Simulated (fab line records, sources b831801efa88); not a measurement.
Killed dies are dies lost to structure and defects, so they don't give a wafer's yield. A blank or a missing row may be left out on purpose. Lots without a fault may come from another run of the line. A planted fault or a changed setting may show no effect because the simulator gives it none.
fab line records | flow gf180mcu | part 1 of 2: steps 1 to 26 of 37
record lots=5 wafers=15 last_day=34
route steps=602 shown V4@486 MIM@503
lots that met no fault: from a run of the same line without faults
start_h: hours from the record's first day to the start of the lot's first wafer shown | wait_h: hours since the lot's step before | " the same as in the row above | L1.1+2: a row that stands for several wafers | - no value, or no start given | * or withheld: withheld | < > ~ a bound
route shown NAME@n: a module of which the file shows steps, and the number in the route of the first | usual: mean/standard deviation of fault-free wafers | same: alike in all rows | chamber/n: place in a boat | sites: the reading at each site | _std_site: their standard deviation | _edge_site: outer sites' mean less inner sites' | radius_mm: how far each site lies from the wafer's centre | mask NAME#n: copy n | behind: the tool/chamber that last shaped the wafer | hold: why the lot was held/for how many hours/how that ended | device: the transistor (n, p or np) that didn't switch | end of line: the same wafers' tests at the end of the route | a step without rows: its recipe alone | killed: dies lost to structure and defects at the first sort, not the wafer's yield | map: a wafer's dies, x killed, . not, _ none there
set.NAME: the setting as run; set.NAME@STEP: as run at that earlier step | model.NAME: the simulator's own value behind a step, which no gauge read
lots at some steps of the route; a table a step, a row a wafer
services: from which hour (start_h, from the record's first day; less than 0 if before it) a tool's chamber was out of use, for how many hours, and why
## steps
# step GF_V4_SOFTBAKE_10
# recipe temp_c=130 time_s=60 resist=KrF
# usual plate_temp_C=130.01/0.12
# columns lot.wafer tool chamber start_h wait_h plate_temp_C
L075.1 litho_track-03 0 - - 129.97
L075.2 " 0 " " 130.05
L075.3 " 0 " " 130.05
L076.4 litho_track-03 0 - - 130.11
L076.5 " 0 " " 130.21
L076.6 " 0 " " 129.93
L085.1 litho_track-02 0 - - 129.93
L085.4 " 0 " " 130.34
L085.5 " 0 " " 129.97
L093.2 litho_track-02 0 - - 130.02
L093.5 " 0 " " 130.03
L093.6 " 0 " " 129.87
L095.2 litho_track-02 0 - - 130.16
L095.4 " 0 " " 129.99
L095.5 " 0 " " 130.03
# step GF_V4_EXPOSE_11
# recipe mask_id=Via4 target_cd_nm=260 na=0.68 source_shape=conventional sigma_outer=0.6 dose_mj=38
# columns lot.wafer tool chamber start_h wait_h mask
L075.1+2+3 krf_scanner-01 0 - - Via4#0
L076.4+5+6 krf_scanner-01 0 - - Via4#0
L085.1+4+5 krf_scanner-01 0 - - Via4#0
L093.2+5+6 krf_scanner-01 0 - - Via4#0
L095.2+4+5 krf_scanner-01 0 - - Via4#0
# step GF_V4_PEB_12
# recipe peb_temp_c=135 peb_time_s=90 resist=KrF
# usual plate_temp_C=135.02/0.14
# columns lot.wafer tool chamber start_h wait_h plate_temp_C
L075.1 litho_track-02 0 - - 134.91
L075.2 " 0 " " 135.10
L075.3 " 0 " " 135.07
L076.4 litho_track-01 0 - - 134.77
L076.5 " 0 " " 135.03
L076.6 " 0 " " 134.94
L085.1 litho_track-01 0 - - 134.90
L085.4 " 0 " " 135.28
L085.5 " 0 " " 134.90
L093.2 litho_track-02 0 - - 134.86
L093.5 " 0 " " 134.89
L093.6 " 0 " " 135.02
L095.2 litho_track-01 0 - - 134.95
L095.4 " 0 " " 134.97
L095.5 " 0 " " 134.77
# step GF_V4_DEVELOP_13
# recipe develop_time_s=60 resist=KrF dev_temp_c=21
# columns lot.wafer tool chamber start_h wait_h
L075.1+2+3 litho_track-02 0 594.32 0.2
L076.4+5+6 litho_track-01 0 595.43 0.1
L085.1+4+5 litho_track-01 0 669.70 0.2
L093.2+5+6 litho_track-02 0 712.40 0.2
L095.2+4+5 litho_track-01 0 727.88 0.2
# step GF_V4_CD_MEAS_14
# recipe target_cd_nm=260
# usual cd_nm=259.7/1.3
# columns lot.wafer tool chamber start_h wait_h cd_nm
L075.1 cd_sem-01 - 594.47 0.1 261.1
L075.2 " - " " 262.3
L075.3 " - " " 261.7
L076.4 cd_sem-02 - 595.56 0.1 259.4
L076.5 " - " " 260.3
L076.6 " - " " 259.0
L085.1 cd_sem-02 - 669.85 0.1 260.5
L085.4 " - " " 259.8
L085.5 " - " " 261.0
L093.2 cd_sem-02 - 712.54 0.1 260.2
L093.5 " - " " 261.2
L093.6 " - " " 261.3
L095.2 cd_sem-02 - 728.10 0.2 259.6
L095.4 " - " " 261.0
L095.5 " - " " 260.4
# step GF_V4_OVL_MEAS_15
# usual V4_OVL=1/5.8
# columns lot.wafer tool chamber start_h wait_h V4_OVL[nm]
L075.1 overlay-02 - 594.59 0.1 3
L075.2 " - " " 3
L075.3 " - " " 4
L076.4 overlay-01 - 595.64 0.1 7
L076.5 " - " " 3
L076.6 " - " " 9
L085.1 overlay-01 - 669.97 0.1 2
L085.4 " - " " 2
L085.5 " - " " -2
L093.2 overlay-02 - 712.65 0.1 3
L093.5 " - " " 5
L093.6 " - " " 1
L095.2 overlay-01 - 728.21 0.1 0
L095.4 " - " " -3
L095.5 " - " " -6
# step GF_V4_ETCH_16
# recipe chemistry=N2/H2 target_depth_a=withheld overetch_a=withheld time_s=withheld target=BARC ion_energy_ev=200 source_w=500 bias_w=100 pressure_mtorr=30 n2_flow_sccm=100 h2_flow_sccm=200
# usual drypump_motor_current_A=6.0/0.43 n2_flow_sccm=99.98/0.27 oes_product_au=0.855/0.0046 throttle_valve_pct=13.224/0.01
# columns lot.wafer tool chamber start_h wait_h drypump_motor_current_A n2_flow_sccm oes_product_au throttle_valve_pct
L075.1 rie_diel-02 2 594.63 0.0 5.9 99.89 0.854 13.235
L075.2 " 1 " " 6.3 99.93 0.850 13.254
L075.3 " 3 " " 5.3 100.03 0.842 13.226
L076.4 rie_diel-04 2 595.66 0.0 6.1 99.45 0.855 13.226
L076.5 " 2 " " 6.1 99.67 0.857 13.215
L076.6 " 3 " " 5.8 100.06 0.859 13.230
L085.1 rie_diel-04 0 670.01 0.0 5.2 100.16 0.851 13.226
L085.4 " 3 " " 5.8 99.77 0.853 13.236
L085.5 " 2 " " 6.1 100.01 0.859 13.245
L093.2 rie_diel-01 3 712.68 0.0 6.8 99.85 0.858 13.222
L093.5 " 0 " " 5.6 99.83 0.854 13.225
L093.6 " 3 " " 6.8 100.05 0.861 13.225
L095.2 rie_diel-01 0 728.24 0.0 5.6 99.92 0.857 13.230
L095.4 " 2 " " 6.4 99.68 0.859 13.217
L095.5 " 1 " " 6.0 100.34 0.849 13.225
# step GF_V4_ETCH_17
# recipe chemistry=C4F8/O2/Ar mask_material=KrF target=SiO2 stop_on=TiN source_w=1455 bias_w=1200 pressure_mtorr=40 c4f8_flow_sccm=withheld O2_flow_sccm=6 Ar_flow_sccm=300 time_s=withheld target_depth_a=6300
# usual oes_product_au=0.856/0.0047
# columns lot.wafer tool chamber start_h wait_h oes_product_au
L075.1 rie_diel-02 2 - - 0.854
L075.2 " 1 " " 0.857
L075.3 " 3 " " 0.859
L076.4 rie_diel-04 2 - - 0.853
L076.5 " 2 " " 0.862
L076.6 " 3 " " 0.861
L085.1 rie_diel-04 0 - - 0.852
L085.4 " 3 " " 0.858
L085.5 " 2 " " 0.849
L093.2 rie_diel-01 3 - - 0.857
L093.5 " 0 " " 0.854
L093.6 " 3 " " 0.860
L095.2 rie_diel-01 0 - - 0.850
L095.4 " 2 " " 0.857
L095.5 " 1 " " 0.855
# step GF_V4_STRIP_18
# recipe chemistry=O2/N2 power_w=1400 pressure_mtorr=1500 platen_temp_c=250 o2_flow_sccm=3000 n2_flow_sccm=300 overash_fraction=0.5
# usual drypump_motor_current_A=5.7/0.49 heater_power_w=325/10 n2_flow_sccm=299.9/0.82 oes_product_au=0.594/0.0046
# columns lot.wafer tool chamber start_h wait_h drypump_motor_current_A heater_power_w n2_flow_sccm oes_product_au rf_hours_counter_h
L075.1 plasma_asher-01 0 594.76 - 5.2 323 300.4 0.597 16
L075.2 " 1 " " 5.9 321 299.3 0.582 16
L075.3 " 1 " " 5.9 323 299.8 0.589 -
L076.4 plasma_asher-01 0 595.82 - 5.2 328 300.1 0.595 -
L076.5 " 1 " " 5.9 321 299.5 0.600 -
L076.6 " 0 " " 5.3 324 299.9 0.598 -
L085.1 plasma_asher-04 1 670.14 - 6.7 319 300.4 0.589 105
L085.4 " 0 " " 6.1 348 298.8 0.600 -
L085.5 " 0 " " 6.1 348 297.8 0.598 -
L093.2 plasma_asher-03 1 712.81 - 5.2 308 299.9 0.596 97
L093.5 " 1 " " 5.2 316 300.6 0.586 -
L093.6 " 0 " " 6.2 331 300.2 0.591 -
L095.2 plasma_asher-03 1 728.37 - 5.2 314 299.1 0.594 98
L095.4 " 1 " " 5.2 309 300.2 0.599 -
L095.5 " 1 " " 5.2 304 300.3 0.600 -
# step GF_V4_STRIP_19
# recipe chemistry=post_etch_residue_remover time_s=1200 temp_c=72.5
# columns lot.wafer tool chamber start_h wait_h
L075.1+2+3 wet_bench-04 0 594.86 0.1
L076.4+5+6 wet_bench-01 2 595.89 0.0
L085.1+4+5 wet_bench-04 3 670.24 0.1
L093.2+5+6 wet_bench-04 2 712.92 0.1
L095.2+4+5 wet_bench-03 1 728.47 0.1
# step GF_V4_CLEAN_20
# recipe chemistry=DIW dry=n2_spin
# columns lot.wafer tool chamber start_h wait_h
L075.1+2+3 wet_bench-01 2 595.23 0.0
L076.4+5+6 wet_bench-01 3 596.26 0.0
L085.1+4+5 wet_bench-03 1 670.58 0.0
L093.2+5+6 wet_bench-01 3 713.27 0.0
L095.2+4+5 wet_bench-04 3 728.81 0.0
# step GF_V4_SPUTTER_21
# recipe material=Ti target_thk_nm=15 chamber_pressure_pa=5 power_w=2500 substrate_temp_c=200 time_s=80.02
# usual substrate_temp_c=200.00/0.16 throttle_valve_pct=29.7/1.1
# columns lot.wafer tool chamber start_h wait_h substrate_temp_c throttle_valve_pct
L075.1 pvd_sputter-03 - 595.32 0.0 200.01 27.5
L075.2 " - " " 200.22 29.6
L075.3 " - " " 200.13 28.9
L076.4 pvd_sputter-02 - 596.42 0.1 200.06 29.5
L076.5 " - " " 200.08 29.9
L076.6 " - " " 199.88 30.2
L085.1 pvd_sputter-03 - 670.68 0.0 200.05 29.7
L085.4 " - " " 199.95 27.8
L085.5 " - " " 200.23 28.6
L093.2 pvd_sputter-03 - 713.36 0.0 200.02 27.7
L093.5 " - " " 200.10 29.7
L093.6 " - " " 200.05 31.6
L095.2 pvd_sputter-03 - 728.91 0.0 200.07 27.6
L095.4 " - " " 199.99 29.6
L095.5 " - " " 200.02 31.6
# step GF_V4_SPUTTER_22
# recipe material=TiN target_thk_nm=10 chamber_pressure_pa=5 power_w=4000 time_s=40
# usual throttle_valve_pct=29.7/1.1
# columns lot.wafer tool chamber start_h wait_h throttle_valve_pct
L075.1 pvd_sputter-03 - 595.38 0.0 27.8
L075.2 " - " " 29.7
L075.3 " - " " 29.0
L076.4 pvd_sputter-02 - 596.48 0.0 29.8
L076.5 " - " " 29.8
L076.6 " - " " 30.4
L085.1 pvd_sputter-03 - 670.74 0.0 29.5
L085.4 " - " " 27.6
L085.5 " - " " 28.8
L093.2 pvd_sputter-03 - 713.42 0.0 27.4
L093.5 " - " " 29.6
L093.6 " - " " 31.6
L095.2 pvd_sputter-03 - 728.97 0.0 27.3
L095.4 " - " " 29.7
L095.5 " - " " 31.6
# step GF_V4_CVD_23
# recipe material=W target_thk_nm=350 time_s=104.9 temp_c=400 pressure_torr=40
# usual heater_power_w=885/22
# columns lot.wafer tool chamber start_h wait_h heater_power_w
L075.1 cvd_w-01 1 595.42 0.0 899
L075.2 " 0 " " 853
L075.3 " 0 " " 852
L076.4 cvd_w-01 0 596.56 0.1 826
L076.5 " 0 " " 859
L076.6 " 1 " " 895
L085.1 cvd_w-02 0 670.78 0.0 865
L085.4 " 0 " " 908
L085.5 " 1 " " 888
L093.2 cvd_w-02 1 713.46 0.0 889
L093.5 " 0 " " 876
L093.6 " 1 " " 897
L095.2 cvd_w-02 0 729.01 0.0 917
L095.4 " 1 " " 881
L095.5 " 0 " " 908
# step GF_V4_RS_MEAS_24
# recipe thk_meas_gauge=four-point-probe reads=W_of_V4_CVD_23+TiN_of_V4_SPUTTER_22+Ti_of_V4_SPUTTER_21
# usual V4_W_RS=0.324/0.0042
# columns lot.wafer tool chamber start_h wait_h V4_W_RS[ohm/sq]
L075.1 film_metro-04 - 595.53 0.1 0.319
L075.2 " - " " 0.327
L075.3 " - " " 0.329
L076.4 film_metro-03 - 596.71 0.1 0.325
L076.5 " - " " 0.326
L076.6 " - " " 0.320
L085.1 film_metro-04 - 670.89 0.1 0.321
L085.4 " - " " 0.325
L085.5 " - " " 0.322
L093.2 film_metro-04 - 713.59 0.1 0.325
L093.5 " - " " 0.323
L093.6 " - " " 0.323
L095.2 film_metro-03 - 729.14 0.1 0.322
L095.4 " - " " 0.322
L095.5 " - " " 0.326
# step GF_V4_THK_MEAS_25
# recipe thk_meas_gauge=xrf reads=W_of_V4_CVD_23
# usual V4_W_THK=363/5.9
# columns lot.wafer tool chamber start_h wait_h V4_W_THK[nm]
L075.1 film_metro-04 - 595.65 0.1 371
L075.2 " - " " 360
L075.3 " - " " 359
L076.4 film_metro-03 - 596.80 0.1 363
L076.5 " - " " 363
L076.6 " - " " 368
L085.1 film_metro-04 - 671.01 0.1 363
L085.4 " - " " 361
L085.5 " - " " 363
L093.2 film_metro-04 - 713.70 0.1 362
L093.5 " - " " 365
L093.6 " - " " 367
L095.2 film_metro-03 - 729.25 0.1 366
L095.4 " - " " 369
L095.5 " - " " 363
# step GF_V4_CMP_26
# recipe stop_on=SiO2 down_force_psi=3.5 platen_rpm=60 t_overpolish_s=15 target_thk_nm=0 pad_velocity_m_s=0.94248
# usual motor_current_A=11.5/0.61 overpolish_run_s=14.999/0.0085 time_to_endpoint_s=84/3.6
# columns lot.wafer tool chamber start_h wait_h motor_current_A overpolish_run_s time_to_endpoint_s
L075.1 cmp-02 2 595.71 0.1 13.5 14.999 84
L075.2 " 3 " " 12.0 15.010 87
L075.3 " 1 " " 10.7 15.014 80
L076.4 cmp-02 2 596.98 0.2 12.5 14.995 82
L076.5 " 3 " " 11.3 15.000 85
L076.6 " 0 " " 12.3 14.993 88
L085.4 cmp-02 2 671.12 0.1 12.9 15.006 85
L085.1 " 1 " " 10.3 14.981 84
L085.5 " 3 " " 11.8 15.005 91
L093.2 cmp-02 3 713.80 0.1 12.4 15.019 90
L093.6 " 2 " " 12.4 14.998 84
L093.5 " 3 " " 12.0 14.996 91
L095.2 cmp-02 2 729.30 0.0 12.0 14.999 86
L095.4 " 0 " " 12.1 14.983 89
L095.5 " 3 " " 12.2 14.988 89
# step GF_MIM_SPUTTER_00
# recipe material=Ti target_thk_nm=37.5 arriving_ion_energy_ev=80 substrate_temp_c=200 chamber_pressure_pa=2 power_w=4000 time_s=150
# usual substrate_temp_c=200.03/0.17 throttle_valve_pct=29.7/1.2
# columns lot.wafer tool chamber start_h wait_h substrate_temp_c throttle_valve_pct
L075.1 pvd_sputter-01 - 596.01 0.2 200.07 30.4
L075.2 " - " " 200.16 30.8
L075.3 " - " " 199.71 30.5
L076.4 pvd_sputter-01 - 597.13 0.1 199.97 29.2
L076.5 " - " " 200.32 31.0
L076.6 " - " " 200.02 30.3
L085.1 pvd_sputter-04 - 671.42 0.1 199.89 30.1
L085.4 " - " " 200.04 29.4
L085.5 " - " " 199.96 27.6
L093.2 pvd_sputter-04 - 714.05 0.2 199.86 29.2
L093.5 " - " " 200.10 27.4
L093.6 " - " " 199.84 30.4
L095.2 pvd_sputter-01 - 729.60 0.2 200.15 30.2
L095.4 " - " " 200.08 30.5
L095.5 " - " " 199.92 29.0
# step GF_MIM_SPUTTER_01
# recipe material=TiN target_thk_nm=30 power_w=6500 time_s=25 chamber_pressure_pa=0.4
# usual throttle_valve_pct=29.7/1.2
# columns lot.wafer tool chamber start_h wait_h throttle_valve_pct
L075.1 pvd_sputter-01 - 596.11 0.1 30.6
L075.2 " - " " 30.9
L075.3 " - " " 30.2
L076.4 pvd_sputter-01 - 597.23 0.1 29.1
L076.5 " - " " 31.0
L076.6 " - " " 30.2
L085.1 pvd_sputter-04 - 671.52 0.1 29.8
L085.4 " - " " 29.3
L085.5 " - " " 27.8
L093.2 pvd_sputter-04 - 714.15 0.1 29.2
L093.5 " - " " 27.7
L093.6 " - " " 30.2
L095.2 pvd_sputter-01 - 729.70 0.1 30.5
L095.4 " - " " 30.5
L095.5 " - " " 28.9
# step GF_MIM_SPUTTER_02
# recipe material=AlCu target_thk_nm=450 power_w=10600 time_s=23.9 chamber_pressure_pa=0.4
# usual throttle_valve_pct=29.7/1.2
# columns lot.wafer tool chamber start_h wait_h throttle_valve_pct
L075.1 pvd_sputter-01 - 596.14 0.0 30.3
L075.2 " - " " 31.0
L075.3 " - " " 30.4
L076.4 pvd_sputter-01 - 597.26 0.0 29.1
L076.5 " - " " 31.0
L076.6 " - " " 30.6
L085.1 pvd_sputter-04 - 671.55 0.0 30.0
L085.4 " - " " 29.1
L085.5 " - " " 27.8
L093.2 pvd_sputter-04 - 714.18 0.0 29.6
L093.5 " - " " 27.6
L093.6 " - " " 30.2
L095.2 pvd_sputter-01 - 729.73 0.0 30.5
L095.4 " - " " 30.6
L095.5 " - " " 29.3
# step GF_MIM_SPUTTER_03
# recipe material=Ti target_thk_nm=10 substrate_temp_c=300 chamber_pressure_pa=0.3 power_w=3000 time_s=6.7
# usual substrate_temp_c=300.00/0.23 throttle_valve_pct=29.6/1.2
# columns lot.wafer tool chamber start_h wait_h substrate_temp_c throttle_valve_pct
L075.1 pvd_sputter-01 - 596.17 0.0 300.24 30.3
L075.2 " - " " 300.00 30.7
L075.3 " - " " 299.76 30.6
L076.4 pvd_sputter-01 - 597.29 0.0 300.14 28.9
L076.5 " - " " 299.56 30.9
L076.6 " - " " 299.84 30.4
L085.1 pvd_sputter-04 - 671.58 0.0 299.73 29.7
L085.4 " - " " 299.55 28.9
L085.5 " - " " 300.28 27.6
L093.2 pvd_sputter-04 - 714.21 0.0 300.34 29.2
L093.5 " - " " 300.22 27.5
L093.6 " - " " 300.24 30.0
L095.2 pvd_sputter-01 - 729.76 0.0 299.61 30.3
L095.4 " - " " 300.09 30.2
L095.5 " - " " 300.48 28.9
# step GF_MIM_SPUTTER_04
# recipe material=TiN target_thk_nm=50 power_w=6500 time_s=41.7 chamber_pressure_pa=0.4
# usual throttle_valve_pct=29.7/1.2
# columns lot.wafer tool chamber start_h wait_h throttle_valve_pct
L075.1 pvd_sputter-01 - 596.19 0.0 30.1
L075.2 " - " " 31.2
L075.3 " - " " 30.3
L076.4 pvd_sputter-01 - 597.31 0.0 29.2
L076.5 " - " " 31.0
L076.6 " - " " 30.3
L085.1 pvd_sputter-04 - 671.60 0.0 30.1
L085.4 " - " " 29.3
L085.5 " - " " 27.8
L093.2 pvd_sputter-04 - 714.23 0.0 29.5
L093.5 " - " " 27.8
L093.6 " - " " 30.0
L095.2 pvd_sputter-01 - 729.78 0.0 30.6
L095.4 " - " " 30.4
L095.5 " - " " 29.3
# step GF_MIM_CVD_05
# recipe material=Si3N4 target_thk_nm=42 temp_max_c=400 temp_c=385 time_s=29.086 rf_w=450
# usual heater_power_w=655/90
# columns lot.wafer tool chamber start_h wait_h heater_power_w
L075.1 pecvd-04 1 596.23 0.0 579
L075.2 " 2 " " 676
L075.3 " 0 " " 602
L076.4 pecvd-04 1 597.37 0.0 604
L076.5 " 2 " " 715
L076.6 " 0 " " 594
L085.1 pecvd-01 1 671.64 0.0 737
L085.4 " 1 " " 779
L085.5 " 0 " " 628
L093.2 pecvd-01 1 714.27 0.0 745
L093.5 " 0 " " 627
L093.6 " 2 " " 641
L095.2 pecvd-01 2 729.82 0.0 645
L095.4 " 2 " " 651
L095.5 " 1 " " 853
# step GF_MIM_THK_MEAS_06
# recipe reads=Si3N4_of_MIM_CVD_05
# usual MIM_CVD_05_THK=42.0/0.62
# columns lot.wafer tool chamber start_h wait_h MIM_CVD_05_THK[nm]
L075.1 film_metro-04 - 596.27 0.0 41.4
L075.2 " - " " 41.7
L075.3 " - " " 42.5
L076.4 film_metro-01 - 597.42 0.0 41.3
L076.5 " - " " 42.1
L076.6 " - " " 42.8
L085.1 film_metro-04 - 671.67 0.0 41.7
L085.4 " - " " 41.5
L085.5 " - " " 42.5
L093.2 film_metro-01 - 714.31 0.0 42.2
L093.5 " - " " 43.1
L093.6 " - " " 42.8
L095.2 film_metro-04 - 729.87 0.0 42.0
L095.4 " - " " 42.7
L095.5 " - " " 42.2
# step GF_MIM_SPUTTER_07
# recipe material=TiN target_thk_nm=60 power_w=6500 time_s=50 chamber_pressure_pa=0.4
# usual throttle_valve_pct=29.6/1.3
# columns lot.wafer tool chamber start_h wait_h throttle_valve_pct
L075.1 pvd_sputter-03 - 596.33 0.1 27.6
L075.2 " - " " 28.7
L075.3 " - " " 29.6
L076.4 pvd_sputter-03 - 597.45 0.0 29.7
L076.5 " - " " 28.7
L076.6 " - " " 29.7
L085.1 pvd_sputter-01 - 671.73 0.1 30.6
L085.4 " - " " 30.7
L085.5 " - " " 29.1
L093.2 pvd_sputter-01 - 714.36 0.0 30.4
L093.5 " - " " 30.2
L093.6 " - " " 31.1
L095.2 pvd_sputter-04 - 729.92 0.0 29.8
L095.4 " - " " 30.2
L095.5 " - " " 29.9
# step GF_MIM_SPUTTER_08
# recipe material=AlCu target_thk_nm=200 power_w=10600 time_s=10.6 chamber_pressure_pa=0.4
# usual throttle_valve_pct=29.6/1.2
# columns lot.wafer tool chamber start_h wait_h throttle_valve_pct
L075.1 pvd_sputter-03 - 596.37 0.0 27.9
L075.2 " - " " 29.0
L075.3 " - " " 29.9
L076.4 pvd_sputter-03 - 597.49 0.0 29.4
L076.5 " - " " 28.8
L076.6 " - " " 29.7
L085.1 pvd_sputter-01 - 671.77 0.0 30.2
L085.4 " - " " 31.0
L085.5 " - " " 29.1
L093.2 pvd_sputter-01 - 714.41 0.0 30.4
L093.5 " - " " 30.4
L093.6 " - " " 30.9
L095.2 pvd_sputter-04 - 729.96 0.0 30.2
L095.4 " - " " 30.4
L095.5 " - " " 30.3
